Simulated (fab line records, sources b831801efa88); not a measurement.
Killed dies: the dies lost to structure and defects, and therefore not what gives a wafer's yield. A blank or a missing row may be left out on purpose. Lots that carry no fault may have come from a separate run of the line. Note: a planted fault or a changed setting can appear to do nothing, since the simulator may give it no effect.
Tool commonality check    flow gf180mcu    12 lots, 36 wafers sampled

WHY THIS WAS OPENED
1 of 12 lots carry a flag on the reading HV_LDD_CVD_56_THK at GF_HV_LDD_THK_MEAS_57. No-fault wafers: 90.3 nm, standard deviation 0.9.
Rule: a lot is flagged in two cases, either no wafer of it has a number, or all its wafers with numbers fall more than 4 standard deviations from that mean. The other lots count as sound.

lot   measured      on            HV_LDD_CVD_56_THK (nm), wafer by wafer  flag
L740  day 13 00:16  filmMetro-02  89.5 89.8 89.0                          
L741  day 13 11:53  filmMetro-02  90.5 90.6 91.1                          
L742  day 13 13:50  filmMetro-02  89.1 89.1 89.3                          
L745  day 13 23:32  filmMetro-02  90.3 89.9 89.7                          
L748  day 15 04:11  filmMetro-03  50.3 50.5 50.9                          FLAGGED
L755  day 17 16:55  filmMetro-02  90.8 90.1 90.4                          
L756  day 17 19:49  filmMetro-03  90.2 90.4 90.3                          
L757  day 18 07:01  filmMetro-03  90.8 90.4 90.4                          
L758  day 18 10:21  filmMetro-02  90.2 90.1 90.4                          
L759  day 18 23:13  filmMetro-02  91.0 91.7 91.9                          
L760  day 19 06:25  filmMetro-02  91.7 91.6 91.6                          
L761  day 19 17:25  filmMetro-03  89.9 89.6 89.8                          
Average over the flagged lots: 50.6 nm; offset from the usual -39.7 nm, equal to -44 standard deviations.

WHICH TOOL RAN EACH LOT
The record keeps 1 process step preceding the reading, out of 602 steps on the route. Read each cell as the tool, then ch plus the chambers that the sampled wafers visited, then the start.
lot   flag     GF_HV_LDD_CVD_56
L740           lpcvd-01 ch 1, day 12 22:50
L741           lpcvd-02 ch 0, day 13 10:26
L742           lpcvd-01 ch 1, day 13 11:41
L745           lpcvd-02 ch 0, day 13 22:05
L748  FLAGGED  lpcvd-02 ch 0, day 15 02:45
L755           lpcvd-01 ch 0, day 17 15:29
L756           lpcvd-01 ch 0, day 17 18:23
L757           lpcvd-01 ch 0, day 18 05:35
L758           lpcvd-02 ch 0, day 18 08:53
L759           lpcvd-02 ch 1, day 18 21:47
L760           lpcvd-01 ch 0, day 19 04:59
L761           lpcvd-02 ch 1, day 19 15:59
These steps, and what they do:
- GF_HV_LDD_CVD_56: deposits Si3N4 from DCS/NH3, target thk 90 nm, time 1543 s.
- GF_HV_LDD_THK_MEAS_57

FLAGGED OVER TOTAL, TOOL BY TOOL (the gauges that took the reading come last)
step                   tool          lots run  flagged  share of the flagged lots  sound lots run after its first flagged lot
GF_HV_LDD_CVD_56       lpcvd-01      6         0        none                       -
GF_HV_LDD_CVD_56       lpcvd-02      6         1        all                        3 (L758,L759,L761)
GF_HV_LDD_THK_MEAS_57  filmMetro-02  8         0        none                       -
GF_HV_LDD_THK_MEAS_57  filmMetro-03  4         1        all                        3 (L756,L757,L761)

WHAT THE TABLE ALLOWS
Every flagged lot went through 2 rows of the table: lpcvd-02 at GF_HV_LDD_CVD_56 and filmMetro-03 at GF_HV_LDD_THK_MEAS_57.
- lpcvd-02 at GF_HV_LDD_CVD_56 ran 6 lots, 1 of them flagged. Sound lots followed the first flagged one (L758, L759, L761) on it, something a lasting fault affecting the whole tool could not allow.
- filmMetro-03 at GF_HV_LDD_THK_MEAS_57 ran 4 lots, 1 of them flagged. Sound lots followed the first flagged one (L756, L757, L761) on it, something a lasting fault affecting the whole tool could not allow.
None of the table's rows ran every flagged lot and, after the first, no sound lot.

WHAT HAD BEEN PUT IN BY THE SIMULATOR
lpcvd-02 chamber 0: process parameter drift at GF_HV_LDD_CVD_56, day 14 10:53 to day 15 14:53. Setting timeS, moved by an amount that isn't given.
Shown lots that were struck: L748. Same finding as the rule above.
